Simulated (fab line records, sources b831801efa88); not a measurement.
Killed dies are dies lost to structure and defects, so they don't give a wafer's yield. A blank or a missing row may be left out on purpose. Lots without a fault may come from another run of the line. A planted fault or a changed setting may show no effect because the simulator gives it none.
fab line records | flow sfq_line
record lots=14 wafers=42 last_day=91
route steps=325 shown M0@41 I0@54 I4@164 M7@294
lots that met no fault: from a run of the same line without faults
start_h: hours from the record's first day to the start of the lot's first wafer shown | wait_h: hours since the lot's step before | " the same as in the row above | L1.1+2: a row that stands for several wafers | - no value, or no start given | * or withheld: withheld | < > ~ a bound
route shown NAME@n: a module of which the file shows steps, and the number in the route of the first | usual: mean/standard deviation of fault-free wafers | same: alike in all rows | chamber/n: place in a boat | sites: the reading at each site | _std_site: their standard deviation | _edge_site: outer sites' mean less inner sites' | radius_mm: how far each site lies from the wafer's centre | mask NAME#n: copy n | behind: the tool/chamber that last shaped the wafer | hold: why the lot was held/for how many hours/how that ended | device: the transistor (n, p or np) that didn't switch | end of line: the same wafers' tests at the end of the route | a step without rows: its recipe alone | killed: dies lost to structure and defects at the first sort, not the wafer's yield | map: a wafer's dies, x killed, . not, _ none there
set.NAME: the setting as run; set.NAME@STEP: as run at that earlier step | model.NAME: the simulator's own value behind a step, which no gauge read
steps of the route over a sample of lots; a table a step, a row a wafer
services: from which hour (start_h, from the record's first day; less than 0 if before it) a tool's chamber was out of use, for how many hours, and why
## steps
# step SFQ_TRILAYER_M0_STRIP_STRIP_025
# recipe gas=O2 power_w=200 platen_temp_c=40 overash_fraction=0.65 chemistry=O2 pressure_mtorr=50
# usual drypump_motor_current_A=6.1/0.41 oes_product_au=1.001/0.0076 platen_temp_c=40.00/0.1
# columns lot.wafer tool chamber start_h wait_h drypump_motor_current_A oes_product_au platen_temp_c rf_hours_counter_h
L903.4 rie_metal-01 1 240.21 0.2 5.6 1.011 39.85 -
L903.5 " 0 " " 5.3 0.998 39.91 -
L903.6 " 1 " " 5.6 0.998 39.91 -
L904.1 rie_metal-03 1 249.61 0.1 6.0 1.004 39.92 8
L904.4 " 0 " " 6.4 1.000 40.01 -
L904.6 " 0 " " 6.4 0.991 40.09 -
L906.1 rie_metal-04 1 264.01 0.1 6.7 0.990 40.12 137
L906.2 " 0 " " 6.5 1.012 39.96 130
L906.4 " 0 " " 6.5 1.010 39.93 -
L907.3 rie_metal-04 0 279.81 0.2 6.4 1.011 39.86 -
L907.5 " 0 " " 6.5 1.006 39.95 -
L907.6 " 1 " " 6.6 0.996 40.06 -
L911.3 rie_metal-03 1 306.21 0.2 6.0 1.009 40.00 -
L911.5 " 0 " " 6.4 1.001 39.88 -
L911.6 " 1 " " 6.1 1.013 40.05 -
L912.4 rie_metal-03 1 312.01 0.2 6.1 1.002 39.93 -
L912.5 " 0 " " 6.4 1.005 39.96 -
L912.6 " 1 " " 6.1 1.002 39.89 -
L914.3 rie_metal-03 1 320.41 0.2 6.1 1.012 39.99 -
L914.5 " 0 " " 6.3 0.994 39.89 -
L914.6 " 1 " " 6.1 1.003 40.17 -
L915.3 rie_metal-03 0 325.21 0.2 6.3 0.996 39.96 -
L915.4 " 1 " " 6.1 1.009 39.95 -
L915.6 " 0 " " 6.3 0.996 40.12 -
L916.2 rie_metal-03 1 327.41 0.1 6.0 1.009 40.07 21
L916.3 " 1 " " 6.1 1.008 39.93 -
L916.4 " 0 " " 6.3 0.997 39.99 -
L917.1 rie_metal-01 1 328.61 0.1 5.6 0.996 39.72 42
L917.5 " 0 " " 5.4 0.994 40.04 -
L917.6 " 1 " " 5.6 0.992 39.96 -
L919.3 rie_metal-03 0 374.41 0.2 6.3 0.997 40.05 -
L919.4 " 1 " " 6.0 1.008 40.11 -
L919.5 " 1 " " 6.0 1.007 40.06 -
L920.2 rie_metal-03 1 387.41 0.1 6.1 0.997 39.66 27
L920.4 " 1 " " 6.1 1.007 39.84 -
L920.6 " 0 " " 6.4 1.002 39.86 -
L923.1 rie_metal-01 1 416.33 0.1 5.6 0.999 40.03 52
L923.4 " 0 " " 5.4 0.991 40.04 -
L923.6 " 0 " " 5.4 0.990 40.12 -
L924.1 rie_metal-01 0 429.53 0.1 5.4 0.993 39.90 144
L924.5 " 0 " " 5.4 0.997 40.09 -
L924.6 " 1 " " 5.6 0.992 40.00 -
# step SFQ_TRILAYER_I0_VIA_BARC_OPEN_VIA_ETCH_046
# recipe mask_material=PR chemistry=O2 target_depth_nm=125 target=BARC source_w=500 bias_w=80 pressure_mtorr=30 time_s=41.7
# usual drypump_motor_current_A=5.7/0.35 oes_product_au=0.685/0.0044
# columns lot.wafer tool chamber start_h wait_h drypump_motor_current_A oes_product_au rf_hours_counter_h
L903.4 rie_diel-02 2 364.42 0.0 5.9 0.683 3
L903.5 " 2 " " 5.9 0.685 -
L903.6 " 3 " " 6.2 0.686 -
L904.1 rie_diel-04 0 376.42 0.0 5.4 0.684 11
L904.4 " 3 " " 6.0 0.686 3
L904.6 " 0 " " 5.5 0.681 -
L906.1 rie_diel-01 2 392.02 0.0 5.5 0.683 21
L906.2 " 0 " " 6.3 0.689 4
L906.4 " 1 " " 5.4 0.688 25
L907.3 rie_diel-02 2 410.02 0.0 5.9 0.691 3
L907.5 " 1 " " 5.2 0.683 -
L907.6 " 0 " " 5.9 0.689 -
L911.3 rie_diel-04 3 450.95 0.0 5.9 0.680 4
L911.5 " 0 " " 5.5 0.688 -
L911.6 " 3 " " 6.0 0.686 -
L912.4 rie_diel-02 1 454.86 0.0 5.1 0.692 -
L912.5 " 2 " " 5.9 0.681 -
L912.6 " 0 " " 5.9 0.695 -
L914.3 rie_diel-01 3 465.64 0.0 5.4 0.691 7
L914.5 " 3 " " 5.4 0.683 -
L914.6 " 0 " " 6.2 0.689 -
L915.3 rie_diel-04 3 475.24 0.0 5.9 0.688 4
L915.4 " 0 " " 5.4 0.688 -
L915.6 " 3 " " 5.9 0.689 -
L916.2 rie_diel-02 2 478.84 0.0 5.9 0.684 4
L916.3 " 3 " " 6.2 0.688 39
L916.4 " 0 " " 6.0 0.679 3
L917.1 rie_diel-04 2 481.36 0.0 5.4 0.684 72
L917.5 " 3 " " 5.9 0.689 -
L917.6 " 0 " " 5.5 0.686 -
L919.3 rie_diel-04 2 525.42 0.0 5.5 0.683 73
L919.4 " 1 " " 6.3 0.688 0
L919.5 " 2 " " 5.5 0.689 -
L920.2 rie_diel-04 3 541.02 0.0 5.9 0.683 6
L920.4 " 2 " " 5.5 0.683 73
L920.6 " 3 " " 5.9 0.686 -
L923.1 rie_diel-04 0 574.62 0.0 5.5 0.681 13
L923.4 " 1 " " 6.2 0.686 1
L923.6 " 3 " " 6.0 0.685 -
L924.1 rie_diel-04 2 593.45 0.0 5.5 0.684 74
L924.5 " 3 " " 5.9 0.692 -
L924.6 " 0 " " 5.4 0.690 -
# step SFQ_TRILAYER_I4_CMP_CMP_100
# recipe material=SiO2 down_force_psi=3 platen_rpm=60 pad_velocity_m_s=0.94248
# usual motor_current_A=9.8/0.9 time_to_endpoint_s=213/6.8
# columns lot.wafer tool chamber start_h wait_h motor_current_A time_to_endpoint_s
L903.4 cmp-01 3 1107.08 1.1 10.8 219
L903.5 " 1 1108.08 2.1 9.5 219
L903.6 " 2 " " 9.7 220
L904.1 cmp-02 2 1116.43 0.5 9.6 201
L904.4 " 0 1117.43 1.5 10.0 211
L904.6 " 1 " " 10.1 207
L906.2 cmp-02 3 1132.00 1.0 11.4 207
L906.4 " 0 " " 10.4 214
L906.1 " 2 1133.61 2.6 10.1 199
L907.3 cmp-02 3 1172.27 2.1 10.5 208
L907.5 " 2 1173.77 3.6 10.0 209
L907.6 " 3 " " 11.8 205
L911.3 cmp-01 1 1357.18 11.8 8.9 209
L911.6 " 0 1358.68 13.3 8.3 213
L911.5 " 1 " " 9.0 220
L912.4 cmp-02 2 1357.32 10.9 10.3 216
L912.6 " 1 1358.82 12.4 10.8 216
L912.5 " 2 " " 9.2 214
L914.3 cmp-01 1 1367.18 11.6 8.3 224
L914.5 " 2 " " 10.1 226
L914.6 " 3 " " 10.0 213
L915.4 cmp-01 0 1375.68 7.3 8.5 217
L915.3 " 1 " " 8.4 208
L915.6 " 3 1377.18 8.8 9.6 211
L916.3 cmp-01 3 1378.18 6.2 10.4 203
L916.4 " 0 " " 8.5 205
L916.2 " 1 " " 9.1 204
L917.1 cmp-01 0 1381.18 4.4 8.7 210
L917.5 " 3 1382.68 5.8 9.8 212
L917.6 " 0 " " 7.9 214
L919.3 cmp-02 0 1397.41 0.2 10.2 219
L919.4 " 1 " " 10.7 219
L919.5 " 0 1399.41 2.2 9.5 232
L920.4 cmp-02 2 1418.82 0.0 10.0 211
L920.2 " 1 1420.32 1.5 10.8 207
L920.6 " 2 " " 9.9 213
L923.1 cmp-02 3 1481.07 2.0 10.8 205
L923.4 " 1 1482.07 2.9 10.5 225
L923.6 " 2 " " 9.5 222
L924.1 cmp-02 1 1490.78 1.0 10.8 204
L924.5 " 3 1491.78 2.0 11.9 211
L924.6 " 0 " " 10.5 221
# step SFQ_TRILAYER_I4_METRO_MEASURE_101
# usual thk_nm=199.9/0.85
# columns lot.wafer tool chamber start_h wait_h thk_nm
L903.4 film_metro-04 - 1109.80 0.6 198.9
L903.5 " - " " 199.5
L903.6 " - " " 200.4
L904.1 film_metro-02 - 1119.05 0.1 200.6
L904.4 " - " " 200.6
L904.6 " - " " 200.9
L906.1 film_metro-01 - 1135.35 0.1 199.8
L906.2 " - " " 198.9
L906.4 " - " " 199.9
L907.3 film_metro-02 - 1175.29 0.5 198.6
L907.5 " - " " 199.8
L907.6 " - " " 198.5
L911.3 film_metro-01 - 1360.20 0.5 199.8
L911.5 " - " " 199.3
L911.6 " - " " 200.3
L912.4 film_metro-02 - 1360.54 0.6 199.9
L912.5 " - " " 200.1
L912.6 " - " " 199.9
L914.3 film_metro-04 - 1369.20 0.5 199.3
L914.5 " - " " 200.0
L914.6 " - " " 200.3
L915.3 film_metro-04 - 1378.20 0.5 200.0
L915.4 " - " " 198.7
L915.6 " - " " 199.3
L916.2 film_metro-01 - 1381.00 0.3 199.6
L916.3 " - " " 200.2
L916.4 " - " " 199.6
L917.1 film_metro-04 - 1383.80 0.1 200.9
L917.5 " - " " 200.0
L917.6 " - " " 198.9
L919.3 film_metro-04 - 1400.93 0.5 199.8
L919.4 " - " " 199.8
L919.5 " - " " 199.2
L920.2 film_metro-02 - 1422.14 0.3 199.6
L920.4 " - " " 200.7
L920.6 " - " " 200.7
L923.1 film_metro-01 - 1483.69 0.1 200.2
L923.4 " - " " 179.1
L923.6 " - " " 178.3
L924.1 film_metro-01 - 1492.90 0.1 199.4
L924.5 " - " " 199.0
L924.6 " - " " 178.6
# step SFQ_TRILAYER_I4_VIA_ETCH_VIA_ETCH_106
# recipe target=SiO2 stop_on=Nb mask_material=PR taper_deg=20 chemistry=CHF3 target_depth_nm=260 source_w=500 bias_w=80 pressure_mtorr=30 time_s=withheld
# usual drypump_motor_current_A=5.7/0.35 oes_product_au=0.854/0.0054
# columns lot.wafer tool chamber start_h wait_h drypump_motor_current_A oes_product_au
L903.4 rie_diel-04 0 1253.83 0.1 5.4 0.848
L903.5 " 1 " " 6.2 0.855
L903.6 " 3 " " 5.9 0.859
L904.1 rie_diel-01 2 1262.36 0.0 5.5 0.858
L904.4 " 3 " " 5.4 0.851
L904.6 " 0 " " 6.3 0.857
L906.1 rie_diel-02 3 1277.96 0.0 6.2 0.860
L906.2 " 2 " " 5.9 0.858
L906.4 " 0 " " 5.9 0.853
L907.3 rie_diel-01 2 1287.36 0.0 5.5 0.845
L907.5 " 3 " " 5.4 0.853
L907.6 " 2 " " 5.5 0.856
L911.3 rie_diel-04 1 1479.15 0.0 6.2 0.854
L911.5 " 1 " " 6.2 0.847
L911.6 " 2 " " 5.5 0.863
L912.4 rie_diel-02 2 1480.35 0.0 5.9 0.857
L912.5 " 3 " " 6.2 0.859
L912.6 " 2 " " 5.9 0.855
L914.3 rie_diel-01 2 1492.17 0.0 5.5 0.847
L914.5 " 0 " " 6.2 0.845
L914.6 " 3 " " 5.4 0.861
L915.3 rie_diel-01 2 1507.94 0.0 5.5 0.853
L915.4 " 3 " " 5.4 0.856
L915.6 " 1 " " 5.4 0.856
L916.2 rie_diel-02 1 1511.54 0.0 5.2 0.853
L916.3 " 3 " " 6.2 0.858
L916.4 " 0 " " 6.0 0.853
L917.1 rie_diel-04 2 1517.45 0.0 5.5 0.859
L917.5 " 2 " " 5.5 0.859
L917.6 " 1 " " 6.2 0.849
L919.3 rie_diel-02 0 1534.25 0.0 5.9 0.854
L919.4 " 2 " " 5.9 0.855
L919.5 " 2 " " 5.9 0.851
L920.2 rie_diel-01 2 1557.69 0.0 5.5 0.853
L920.4 " 3 " " 5.4 0.850
L920.6 " 1 " " 5.4 0.859
L923.1 rie_diel-04 0 1596.09 0.0 5.5 0.858
L923.4 " 1 " " 6.2 0.804
L923.6 " 3 " " 5.9 0.803
L924.1 rie_diel-04 2 1603.29 0.0 5.5 0.847
L924.5 " 3 " " 5.9 0.847
L924.6 " 0 " " 5.5 0.797
# step SFQ_TRILAYER_M7_STRIP_STRIP_181
# recipe gas=O2 power_w=200 platen_temp_c=40 overash_fraction=0.65 chemistry=O2 pressure_mtorr=50
# usual drypump_motor_current_A=6.2/0.38 oes_product_au=1.000/0.0079 platen_temp_c=40.02/0.11
# columns lot.wafer tool chamber start_h wait_h drypump_motor_current_A oes_product_au platen_temp_c rf_hours_counter_h
L903.4 rie_metal-04 0 1837.48 0.2 6.4 1.003 40.04 -
L903.5 " 0 " " 6.5 1.011 39.88 -
L903.6 " 1 " " 6.6 1.001 40.11 -
L904.1 rie_metal-04 0 1892.58 0.1 6.5 1.007 40.06 61
L904.4 " 1 " " 6.7 1.000 40.30 -
L904.6 " 1 " " 6.7 1.015 40.23 -
L906.1 rie_metal-02 0 1909.38 0.1 6.1 0.997 40.05 122
L906.2 " 1 " " 5.6 0.994 40.06 71
L906.4 " 1 " " 5.6 1.000 40.00 -
L907.3 rie_metal-04 0 1910.78 0.2 6.4 0.994 40.11 -
L907.5 " 0 " " 6.4 0.995 40.02 -
L907.6 " 1 " " 6.6 0.994 39.95 -
L911.3 rie_metal-02 1 1939.41 0.2 5.6 0.985 39.87 -
L911.5 " 0 " " 6.1 0.992 39.97 -
L911.6 " 1 " " 5.6 0.998 40.04 -
L912.4 rie_metal-02 0 1941.81 0.2 6.1 0.985 40.13 -
L912.5 " 1 " " 5.5 0.995 39.99 -
L912.6 " 0 " " 6.1 0.993 39.96 -
L914.3 rie_metal-02 1 1944.21 0.2 5.5 0.997 39.98 -
L914.5 " 0 " " 6.0 0.993 40.00 -
L914.6 " 1 " " 5.5 0.990 39.98 -
L915.3 rie_metal-02 0 1946.61 0.2 6.1 1.003 40.08 -
L915.4 " 1 " " 5.6 1.006 40.02 -
L915.6 " 1 " " 5.5 1.003 39.92 -
L916.2 rie_metal-04 1 1947.61 0.1 6.7 1.015 39.98 80
L916.3 " 0 " " 6.5 1.003 39.94 -
L916.4 " 1 " " 6.6 1.003 40.10 -
L917.1 rie_metal-02 1 1948.81 0.1 5.6 0.997 39.96 78
L917.5 " 1 " " 5.6 0.987 39.89 -
L917.6 " 0 " " 6.0 0.995 39.94 -
L919.3 rie_metal-02 1 1990.04 0.2 5.6 0.990 39.96 -
L919.4 " 0 " " 6.1 1.002 40.07 -
L919.5 " 0 " " 6.1 1.005 40.01 -
L920.2 rie_metal-03 0 1994.78 0.1 6.4 1.013 39.98 133
L920.4 " 0 " " 6.4 1.008 39.97 -
L920.6 " 0 " " 6.3 1.008 40.07 -
L923.1 rie_metal-03 0 1998.38 0.1 6.3 1.008 40.05 134
L923.4 " 0 " " 6.4 1.012 39.90 -
L923.6 " 1 " " 6.0 1.002 40.01 -
L924.1 rie_metal-04 0 2000.78 0.1 6.5 0.999 40.10 79
L924.5 " 1 " " 6.6 1.003 39.97 -
L924.6 " 0 " " 6.4 1.001 40.15 -
## services
# columns tool chamber start_h hours kind
rie_diel-04 3 235.29 12.2 repair
rie_diel-04 - 351.66 14.6 pm
rie_diel-04 0 372.87 1.3 repair
rie_diel-04 - 408.88 2.8 pm
rie_diel-04 2 435.86 2.8 repair
rie_diel-04 1 458.96 11.8 repair
rie_diel-04 - 568.90 0.9 repair
rie_diel-04 0 639.62 4.0 repair
rie_diel-04 2 815.44 6.8 repair
rie_diel-04 0 816.37 14.9 repair
rie_diel-04 2 862.63 4.8 repair
rie_diel-04 3 1021.71 8.4 repair
rie_diel-04 0 1060.88 2.4 repair
rie_diel-04 3 1103.78 4.7 repair
rie_diel-04 0 1128.54 14.8 repair
rie_diel-04 3 1142.68 7.8 repair
rie_diel-04 - 1211.50 0.2 repair
rie_diel-04 2 1227.37 2.3 repair
rie_diel-04 2 1251.42 10.0 repair
rie_diel-04 2 1264.78 22.6 repair
rie_diel-04 3 1270.67 7.4 repair
rie_diel-04 0 1273.38 12.8 repair
rie_diel-04 3 1290.10 3.2 repair
rie_diel-04 3 1362.26 1.4 repair
## key
first_sign step=SFQ_TRILAYER_I4_METRO_MEASURE_101 reading=thk_nm direction=down sigmas=25 usual=199.9 struck=178.7
effect step=SFQ_TRILAYER_I4_VIA_ETCH_VIA_ETCH_106 reading=oes_product_au direction=down sigmas=9.8 usual=0.854 struck=0.801
met_at SFQ_TRILAYER_I4_CMP_CMP_100
struck_lots L923,L924
struck_wafers L923.4,L923.6,L924.6
not_acting_at SFQ_TRILAYER_M0_STRIP_STRIP_025,SFQ_TRILAYER_I0_VIA_BARC_OPEN_VIA_ETCH_046,SFQ_TRILAYER_M7_STRIP_STRIP_181
onset_between 1418.82 1481.07
fault kind=process_parameter_drift tool=cmp-02 chamber=- onset_h=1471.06 steps=SFQ_TRILAYER_I4_CMP_CMP_100 channel=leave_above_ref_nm offset=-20 shape=step end_h=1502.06 scope=struck_wafers_only acts_in=these_recipes_only stated=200
